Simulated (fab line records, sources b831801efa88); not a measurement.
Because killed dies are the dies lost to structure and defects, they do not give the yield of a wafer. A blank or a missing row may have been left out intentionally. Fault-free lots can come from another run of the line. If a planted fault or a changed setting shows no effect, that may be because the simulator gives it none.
Code-filled problem report in 8D (eight disciplines) form | flow gf180mcu | the parts of the form that need people (team, actions taken, sign-off) are left out

## 1. THE PROBLEM
Mean TOP_METAL_ALCU_RS at GF_TOP_METAL_RS_MEAS_05: 0.03883 ohm/sq over 2 wafers in 2 lots; fault-free wafers: 0.03277 ohm/sq, standard deviation 0.00029. Measured from the usual mean, that is +21 standard deviations.
The step: measures by four-point-probe.
Earliest sighting: wafer L885.1 on filmMetro-04 at day 29 23:13. The record holds 30 wafers of 10 lots with a number at this step. Rule for "out", or "out of limits": more than 4 standard deviations from the usual mean. The rest of the wafers with a number are treated as sound.

## 2. WHAT IT IS AND WHAT IT IS NOT
question                    | is                         | is not
which readings at this step | TOP_METAL_ALCU_RS          | -
which lots                  | L885, L887                 | L878, L879, L880, L881, L897, L898, L899, L900
which wafers of those lots  | L885.1, L887.4             | L885.3, L885.5, L887.1, L887.5
read on which gauges        | filmMetro-02, filmMetro-04 | filmMetro-03
when                        | from day 29 23:13          | up to then (14 sound wafers); but 14 sound wafers of L887, L897, L898, L899, L900 came after

## 3. SUSPECTS, AND WHAT RULES EACH OUT
Counting: a tool at a process step up to the reading stays a suspect if it ran every lot that is out. Sound lots after the first of them don't rule it out here, since some wafers of a struck lot are sound.
- the gauge at GF_TOP_METAL_RS_MEAS_05 has been ruled out. Those wafers that are out were read across 2 gauges (filmMetro-02, filmMetro-04).
- pvdSputter-03 at GF_TOP_METAL_SPUTTER_02 (material AlCu, target thk 900 nm, time 47.82 s): kept. It processed each lot that is out (first: L885, day 29 23:02); up to then, its last sound lot is L881 (day 28 08:04).
After counting, what remains is pvdSputter-03 at GF_TOP_METAL_SPUTTER_02.

## 4. THE CAUSE (what the simulator had put in)
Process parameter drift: pvdSputter-03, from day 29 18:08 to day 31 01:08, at GF_TOP_METAL_SPUTTER_02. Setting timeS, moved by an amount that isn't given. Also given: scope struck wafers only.
After counting, this tool was the only one left.

## 5. SEQUENCE OF EFFECTS, ordered by route
Rows list readings where the struck wafers' mean (over those with a number) sits beyond 3 standard deviations from the usual. Readings are gone through only where the record gives a usual standard deviation; hours: the median, over the lots, of the time from a lot's start at the first step in this table giving one to that lot's start at this step; sigmas: the change measured in usual standard deviations.
hours | step                       | reading            | usual          | on struck wafers | change   | sigmas
0     | GF_TOP_METAL_RS_MEAS_05    | TOP_METAL_ALCU_RS  | 0.03277 ohm/sq | 0.03883          | +0.00606 | +21
2     | GF_TOP_METAL_THK_MEAS_06   | TOP_METAL_ALCU_THK | 893 nm         | 756              | -138     | -16
18    | GF_TOP_METAL_METAL_ETCH_16 | oesProductAu       | 0.966 a.u.     | 0.885            | -0.081   | -13
18    | GF_TOP_METAL_METAL_ETCH_16 | throttleValvePct   | 28.256 %       | 28.350           | +0.094   | +9.8
Its process steps:
- GF_TOP_METAL_METAL_ETCH_16: etches the open film in Cl2/BCl3, stops on SiO2, target depth 1077.5 nm, time 179.6 s.

## 6. WHAT WOULD HAVE CAUGHT IT SOONER
5 hours passed between the start of the fault at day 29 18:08 and the first reading out of limits at a measuring or inspecting step in this record, taken at day 29 23:13.
Tool readings at GF_TOP_METAL_SPUTTER_02 with a usual standard deviation given in the record: none out on any struck wafer, hence no alarm at a limit of 4 standard deviations on them.
Among the 2 lots that are out, L887 began GF_TOP_METAL_SPUTTER_02 on pvdSputter-03 after day 29 23:13. It would have been spared by a hold on the tool at that moment.
